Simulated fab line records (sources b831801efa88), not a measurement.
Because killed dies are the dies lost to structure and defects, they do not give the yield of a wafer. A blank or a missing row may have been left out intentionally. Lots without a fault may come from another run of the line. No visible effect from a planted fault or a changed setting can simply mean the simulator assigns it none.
fab line records	flow sky130
record: lots: 6	wafers: 18	last-day: 50
route steps=708 shown VT_ADJUST_NCORE@125 VT_ADJUST_HVTR@131
lots untouched by any fault: they come from a run of this same line in which no faults occurred
start-h: hours from the record's first day to the start of the lot's first wafer shown	wait-h: hours since the lot's step before	" same as the row above	L1.1+2: several wafers, shown together as one row	- no value, or no start given	* or withheld: withheld	< > ~ a bound
route shown NAME@n: NAME is a module with steps in the file, n the number in the route of the first one	usual: the fault-free wafers' mean and standard deviation	same: alike in all rows	chamber/n: place in a boat	sites: readings site by site	_std_site: their standard deviation	_edge_site: the outer-site mean with the inner-site mean subtracted	radius-mm: how far each site lies from the wafer's centre	mask NAME#n: copy n	behind: tool/chamber where the wafer was last shaped	hold: cause of the lot's hold/its duration in hours/its outcome	device: the transistor (n, p or np) that didn't switch	end of line: the same wafers' tests at the end of the route	a step given without rows: its recipe and nothing more	killed: dies that structure and defects cost at the first sort, which is not the same as the wafer's yield	map: shows each die of a wafer: x if killed, . if not, _ if none is there
set.NAME: the setting the step ran with; set.NAME@STEP: the setting that earlier step ran with	model.NAME: the simulator's own value behind a step, which no gauge read
lots at some steps of the route; a table a step, a row a wafer
services: from which hour (start-h, from the record's first day; less than 0 if before it) a tool's chamber was out of use, for how many hours, and why
== steps ==
step: SKY_VT_ADJUST_NCORE_DEVELOP_06
recipe: resist: NOVOLAK	developer: TMAH	develop-time-s: 60	dev-temp-c: 23
step: SKY_VT_ADJUST_NCORE_CD_MEAS_07
recipe: target-cd-nm: 380
usual: cd-nm: 379.5/2.3
lot.wafer	tool	chamber	start-h	wait-h	cd-nm
L357.2	cd-sem-01	-	236.30	0.1	380.7
L357.4	"	-	"	"	381.5
L357.6	"	-	"	"	382.0
L359.4	cd-sem-01	-	246.24	0.1	383.0
L359.5	"	-	"	"	379.9
L359.6	"	-	"	"	379.6
L358.3	cd-sem-02	-	247.12	0.1	381.4
L358.4	"	-	"	"	380.8
L358.6	"	-	"	"	383.0
L366.2	cd-sem-02	-	301.35	0.1	381.0
L366.3	"	-	"	"	380.7
L366.5	"	-	"	"	381.4
L368.2	cd-sem-02	-	322.73	0.1	382.0
L368.4	"	-	"	"	382.3
L368.6	"	-	"	"	384.3
L373.1	cd-sem-02	-	350.86	0.1	371.4
L373.4	"	-	"	"	375.2
L373.6	"	-	"	"	375.3
step: SKY_VT_ADJUST_NCORE_OVL_MEAS_08
usual: VT_ADJUST_NCORE_OVL: -1.3/1.4
lot.wafer	tool	chamber	start-h	wait-h	VT_ADJUST_NCORE_OVL[nm]
L357.2	overlay-02	-	236.41	0.1	-1.0
L357.4	"	-	"	"	-2.8
L357.6	"	-	"	"	-2.8
L359.4	overlay-01	-	246.32	0.1	0.0
L359.5	"	-	"	"	-0.1
L359.6	"	-	"	"	0.5
L358.3	overlay-02	-	247.21	0.1	0.0
L358.4	"	-	"	"	-0.2
L358.6	"	-	"	"	-2.0
L366.2	overlay-01	-	301.46	0.1	0.0
L366.3	"	-	"	"	-0.3
L366.5	"	-	"	"	0.2
L368.2	overlay-01	-	322.84	0.1	-0.9
L368.4	"	-	"	"	1.1
L368.6	"	-	"	"	0.2
L373.1	overlay-01	-	350.98	0.1	-2.1
L373.4	"	-	"	"	-3.2
L373.6	"	-	"	"	-2.9
step: SKY_VT_ADJUST_NCORE_IMPLANT_09
recipe: species: B	energy-kev: 10	dose-cm2: 2.4e+12	tilt-deg: withheld
step: SKY_VT_ADJUST_NCORE_STRIP_10
recipe: chemistry: O2/N2	power-w: 1400	pressure-mtorr: 1500	platen-temp-c: withheld	o2-flow-sccm: 3000	n2-flow-sccm: 300	overash-fraction: 0.5
usual: drypump-motor-current-A: 5.7/0.39	oes-product-au: 0.715/0.0044	strip-time-to-endpoint-s: 14.18/0.039
lot.wafer	tool	chamber	start-h	wait-h	drypump-motor-current-A	oes-product-au	rf-hours-counter-h	strip-time-to-endpoint-s
L357.2	plasma-asher-01	1	236.59	0.1	6.1	0.715	54	14.16
L357.4	"	1	"	"	6.1	0.719	-	14.19
L357.6	"	0	"	"	5.4	0.711	-	14.15
L359.4	plasma-asher-01	0	246.52	0.1	5.4	0.712	-	14.14
L359.5	"	0	"	"	5.4	0.711	-	14.15
L359.6	"	1	"	"	6.1	0.713	-	14.18
L358.3	plasma-asher-03	1	247.42	0.1	5.5	0.715	-	14.22
L358.4	"	0	"	"	5.3	0.710	-	14.20
L358.6	"	1	"	"	5.5	0.708	-	14.20
L366.2	plasma-asher-02	0	301.64	0.1	6.0	0.722	58	14.13
L366.3	"	1	"	"	6.5	0.714	-	14.15
L366.5	"	0	"	"	6.1	0.717	-	14.16
L368.2	plasma-asher-01	0	323.02	0.1	5.4	0.717	62	14.23
L368.4	"	1	"	"	6.1	0.722	-	14.18
L368.6	"	0	"	"	5.4	0.713	-	14.23
L373.1	plasma-asher-03	0	351.17	0.1	5.3	0.725	22	14.14
L373.4	"	1	"	"	5.6	0.717	-	14.09
L373.6	"	1	"	"	5.6	0.717	-	14.19
step: SKY_VT_ADJUST_NCORE_TW_MEAS_11
usual: VT_ADJUST_NCORE_TW: 220.7/2.3
lot.wafer	tool	chamber	start-h	wait-h	VT_ADJUST_NCORE_TW
L357.2	film-metro-02	-	236.70	0.1	221.7
L357.4	"	-	"	"	221.8
L357.6	"	-	"	"	220.5
L359.4	film-metro-02	-	246.62	0.1	223.5
L359.5	"	-	"	"	221.0
L359.6	"	-	"	"	220.3
L358.3	film-metro-04	-	247.51	0.1	221.2
L358.4	"	-	"	"	219.8
L358.6	"	-	"	"	221.6
L366.2	film-metro-04	-	301.75	0.1	221.8
L366.3	"	-	"	"	221.3
L366.5	"	-	"	"	223.1
L368.2	film-metro-02	-	323.13	0.1	220.9
L368.4	"	-	"	"	222.1
L368.6	"	-	"	"	222.7
L373.1	film-metro-01	-	351.27	0.1	216.1
L373.4	"	-	"	"	217.9
L373.6	"	-	"	"	216.9
step: SKY_VT_ADJUST_HVTR_DEHYDRATE_00
recipe: temp-c: 200	time-s: 60
step: SKY_VT_ADJUST_HVTR_HMDS_01
recipe: prime-time-s: 60	prime-temp-c: 120
step: SKY_VT_ADJUST_HVTR_COAT_02
recipe: resist: NOVOLAK	spin-rpm: 3000	resist-thk-nm: 1154
step: SKY_VT_ADJUST_HVTR_SOFTBAKE_03
recipe: temp-c: 90	time-s: 60	resist: NOVOLAK
step: SKY_VT_ADJUST_HVTR_EXPOSE_04
recipe: mask-id: HVTRM	target-cd-nm: 380	na: 0.6	source-shape: conventional	sigma-outer: 0.6	dose-mj: 150
step: SKY_VT_ADJUST_HVTR_PEB_05
recipe: temp-c: withheld	time-s: *	resist: NOVOLAK
step: SKY_VT_ADJUST_HVTR_DEVELOP_06
recipe: develop-time-s: 60	dev-temp-c: 23
usual: chill-plate-temp-C: 23.00/0.12	develop-time-s: 60/0	resist-line-temp-C: 23.00/0.11
lot.wafer	tool	chamber	start-h	wait-h	chill-plate-temp-C	develop-time-s	resist-line-temp-C
L357.2	litho-track-04	0	260.91	0.1	23.13	60	22.98
L357.4	"	0	"	"	22.84	60	22.95
L357.6	"	0	"	"	23.05	60	23.01
L359.4	litho-track-02	-	272.32	0.1	-	-	-
L359.5	"	-	"	"	-	-	-
L359.6	"	-	"	"	-	-	-
L358.3	litho-track-04	-	272.78	0.1	-	-	-
L358.4	"	-	"	"	-	-	-
L358.6	"	-	"	"	-	-	-
L366.2	litho-track-04	0	327.96	0.1	23.00	60	22.84
L366.3	"	0	"	"	23.08	60	22.84
L366.5	"	0	"	"	23.04	60	22.96
L368.2	litho-track-03	0	350.44	0.1	23.03	60	23.15
L368.4	"	0	"	"	23.12	60	23.20
L368.6	"	0	"	"	22.91	60	23.14
L373.1	litho-track-03	0	379.56	0.1	22.98	60	23.06
L373.4	"	0	"	"	23.00	60	23.06
L373.6	"	0	"	"	23.02	60	23.07
step: SKY_VT_ADJUST_HVTR_CD_MEAS_07
recipe: target-cd-nm: 380
usual: cd-nm: 380.8/2.2
lot.wafer	tool	chamber	start-h	wait-h	cd-nm
L357.2	cd-sem-02	-	261.05	0.1	382.5
L357.4	"	-	"	"	378.6
L357.6	"	-	"	"	380.2
L359.4	cd-sem-02	-	272.46	0.1	-
L359.5	"	-	"	"	-
L359.6	"	-	"	"	-
L358.3	cd-sem-01	-	272.92	0.1	-
L358.4	"	-	"	"	-
L358.6	"	-	"	"	-
L366.2	cd-sem-01	-	328.10	0.1	380.5
L366.3	"	-	"	"	382.1
L366.5	"	-	"	"	382.2
L368.2	cd-sem-01	-	350.58	0.1	377.6
L368.4	"	-	"	"	375.8
L368.6	"	-	"	"	378.8
L373.1	cd-sem-02	-	379.71	0.1	381.7
L373.4	"	-	"	"	381.0
L373.6	"	-	"	"	381.4
== services ==
tool	chamber	start-h	hours	kind
plasma-asher-02	-	282.99	2.3	repair
plasma-asher-03	-	314.85	0.7	repair
plasma-asher-02	-	337.53	2.8	pm
plasma-asher-02	-	377.05	8.5	repair
== key ==
first-sign: step: SKY_VT_ADJUST_HVTR_DEVELOP_06	reading: tool-record	direction: missing
effect none on later readings
met-at SKY_VT_ADJUST_HVTR_DEVELOP_06
struck-wafers L358.3,L358.4,L358.6,L359.4,L359.5,L359.6
sort-left-out L358.3,L358.4,L358.6,L359.4,L359.5,L359.6
tester-left-out L358,L359
onset-between 260.91 272.32
fault: kind: skipped-step-whole	tool: litho-track-02,litho-track-04	chamber: -	onset-h: 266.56	steps: SKY_VT_ADJUST_HVTR_DEVELOP_06	scope: struck-lots-only
tester-left-out: of these lots the tester's yield and bins aren't shown, on N5 and GAA mostly nor the transistor test; their killed dies are dies lost to structure and defects alone, not to doping, threshold or leakage, so they don't give the yield
sort-left-out: the simulated sort isn't trusted on such a fault, so these wafers' sort isn't shown, and their yield isn't known
